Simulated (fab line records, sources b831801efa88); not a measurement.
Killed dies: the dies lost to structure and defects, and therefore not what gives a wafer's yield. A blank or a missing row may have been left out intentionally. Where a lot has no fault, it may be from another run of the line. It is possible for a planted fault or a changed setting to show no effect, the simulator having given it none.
A struck lot beside a sound one + flow sky130 + 38 steps out of a route of 708
Sound: wafers L247.1, L247.2, L247.4. Struck: wafer L258.1 (left out: L258.2, L258.3 of the same lot, which were not struck); the cause appears at the end.
Order at every step that has rows: each side's tool, ch and its chambers, its first start. Under that, the readings that differ: sound wafers + struck wafers + difference of the means + sigmas: that difference in standard deviations of wafers without a fault.
alike: words and numbers the same on both sides, and readings whose means are apart by under 2 such deviations; not compared: readings that were withheld, readings missing a value for some wafer, numbers with overlapping values and no deviation given by the record, and bounds like >300 which may hide the same value.
The two part at a step that has a row with sigmas, a row that says differs or no value, or rows on one side only. Non-overlapping numbers with no deviation appear without sigmas and do not part them. A reading that every wafer of one side lacks parts them only if that side has two wafers or more.

first, 9 steps without rows for these wafers: SKY_VIA2_SPUTTER_20 (material TiN, target thk 20 nm, time 80 s); SKY_VIA2_CVD_21 (deposits W, target thk 420 nm, time 126.4 s); SKY_VIA2_CMP_24 (polishes, stops on SiO2, t overpolish 20 s, target thk 0 nm); SKY_METAL3_SPUTTER_00 (material Ti, target thk 15 nm, time 10 s); SKY_METAL3_SPUTTER_01 (material TiN, target thk 20 nm, time 16.7 s); SKY_METAL3_SPUTTER_02 (material AlCu, target thk 735 nm, time 39.1 s); SKY_METAL3_SPUTTER_03 (material Ti, target thk 5 nm, time 3.3 s); SKY_METAL3_SPUTTER_04 (material TiN, target thk 70 nm, time 58.3 s); SKY_CAPM_CVD_00 (deposits SiO2, target thk 15.5 nm).
SKY_CAPM_SPUTTER_02: material TiN, target thk 200 nm, time 166.7 s.
  sound on pvdSputter-03, day 39 05:37; struck on pvdSputter-03, day 42 03:23
| reading                                 | sound                | struck | difference | sigmas      |
|-----------------------------------------|----------------------|--------|------------|-------------|
| cathodeDcPowerW (W)                     | 6500.4 6499.4 6498.8 | 6289.6 | -209.9     | -99 or more |
| model.TiN_of_CAPM_SPUTTER_02.thkNm (nm) | 198.6 197.9 198.8    | 192.9  | -5.5       |             |
  alike: throttleValvePct
SKY_CAPM_RS_MEAS_03: uses a four-point probe to measure.
  sound on filmMetro-04, day 39 05:43; struck on filmMetro-02, day 42 03:30
| reading              | sound          | struck | difference | sigmas |
|----------------------|----------------|--------|------------|--------|
| CAPM_TIN_RS (ohm/sq) | 6.95 6.99 6.97 | 7.16   | +0.19      | +3     |
SKY_CAPM_THK_MEAS_04: measures by xrf.
  sound on filmMetro-04, day 39 05:50; struck on filmMetro-02, day 42 03:37
| reading           | sound             | struck | difference | sigmas |
|-------------------|-------------------|--------|------------|--------|
| CAPM_TIN_THK (nm) | 197.3 195.9 196.2 | 189.7  | -6.8       | -3     |
then, 7 steps without rows for these wafers: SKY_CAPM_DEHYDRATE_05 (time 60 s); SKY_CAPM_HMDS_06 (prime time 60 s); SKY_CAPM_COAT_07 (resist thk 1140 nm); SKY_CAPM_SOFTBAKE_08 (time 60 s); SKY_CAPM_EXPOSE_09 (exposes mask CAPM, target cd 1000 nm); SKY_CAPM_PEB_10; SKY_CAPM_DEVELOP_11 (develop time 60 s).
SKY_CAPM_METAL_ETCH_13: etches TiN in Cl2/BCl3, stops on SiO2, target depth 220 nm, time 62.9 s.
  sound on rieMetal-01 ch 0,1, day 40 06:31; struck on rieMetal-03 ch 0, day 43 02:40
| reading                        | sound             | struck | difference | sigmas |
|--------------------------------|-------------------|--------|------------|--------|
| model.CAPM.featureDepthNm (nm) | 198.6 197.9 198.8 | 192.9  | -5.5       |        |
| model.etch.depthNm (nm)        | 198.6 197.9 198.8 | 192.9  | -5.5       |        |
  alike: drypumpMotorCurrentA, oesProductAu, throttleValvePct
  not compared: rfHoursCounterH
then, 16 steps without rows for these wafers: SKY_CAPM_STRIP_14 (strips in O2/N2); SKY_CAPM_STRIP_15 (strips in post etch residue remover, time 1200 s); SKY_CAPM_CLEAN_16 (cleans in IPA, time 180 s); SKY_CAPM_CLEAN_17 (cleans in O3/DIW); SKY_METAL3_DEHYDRATE_05 (time 60 s); SKY_METAL3_HMDS_06 (prime time 60 s); SKY_METAL3_COAT_07 (resist thk 60 nm); SKY_METAL3_COAT_08 (resist thk 1140 nm); SKY_METAL3_SOFTBAKE_09 (time 90 s); SKY_METAL3_EXPOSE_10 (exposes mask MM3, target cd 300 nm); SKY_METAL3_PEB_11; SKY_METAL3_DEVELOP_12 (develop time 60 s); SKY_METAL3_DESCUM_15 (chemistry O2, time 8 s); SKY_METAL3_ETCH_16 (etches BARC in N2/H2, stops on SiO2, time 88.2 s, target depth 60 nm); SKY_METAL3_ETCH_17 (etches SiO2 in C4F8/O2/Ar, stops on TiN, time 3.9 s, target depth 15 nm); SKY_METAL3_METAL_ETCH_18 (etches the open film in Cl2/BCl3, stops on SiO2, target depth 845 nm, time 183.1 s).
SKY_METAL3_STRIP_20: strips in post etch residue remover, time 1200 s.
  sound on wetBench-01 ch 1, day 41 07:47; struck on wetBench-03 ch 1, day 44 02:56
| reading                                 | sound             | struck | difference | sigmas |
|-----------------------------------------|-------------------|--------|------------|--------|
| model.TiN_of_CAPM_SPUTTER_02.thkNm (nm) | 197.7 197.1 197.9 | 192    | -6         |        |
  alike: bathGuardTempC, tempC
-- the record jumps here: 6 days lie between the struck wafers' starts before and after (it left off in module METAL3 and takes up again in module PAD_OPEN, whose first step shown is number 708 of the route) --
SKY_PAD_OPEN_PROBE_99:
  sound on prober-01, day 48 01:22; struck on prober-02, day 50 04:44
| reading                       | sound            | struck | difference | sigmas |
|-------------------------------|------------------|--------|------------|--------|
| sort_bin_6_memory (%)         | 6.7 7.5 7.3      | 4.9    | -2.3       | -2     |
| model.etest.capMim.plateOhmSq | 6.11 6.098 6.093 | 6.223  | +0.123     |        |
  alike: defectLimitedYield, killed_at_M0_to_M3, killed_at_M4_up, killedAtContacts, killedAtFrontEnd, killedAtOther, killedDies, killedOpen, killedShort, sort_bin_3_pad_short, sort_bin_5_function, sortNPass, sortYieldPct

== WHERE THEY PART ==
Earliest at SKY_CAPM_SPUTTER_02; latest, in this record, at SKY_PAD_OPEN_PROBE_99.

WHY: what had been put in by the simulator
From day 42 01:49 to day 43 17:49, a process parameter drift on pvdSputter-03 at SKY_CAPM_SPUTTER_02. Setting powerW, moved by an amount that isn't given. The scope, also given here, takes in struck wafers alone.
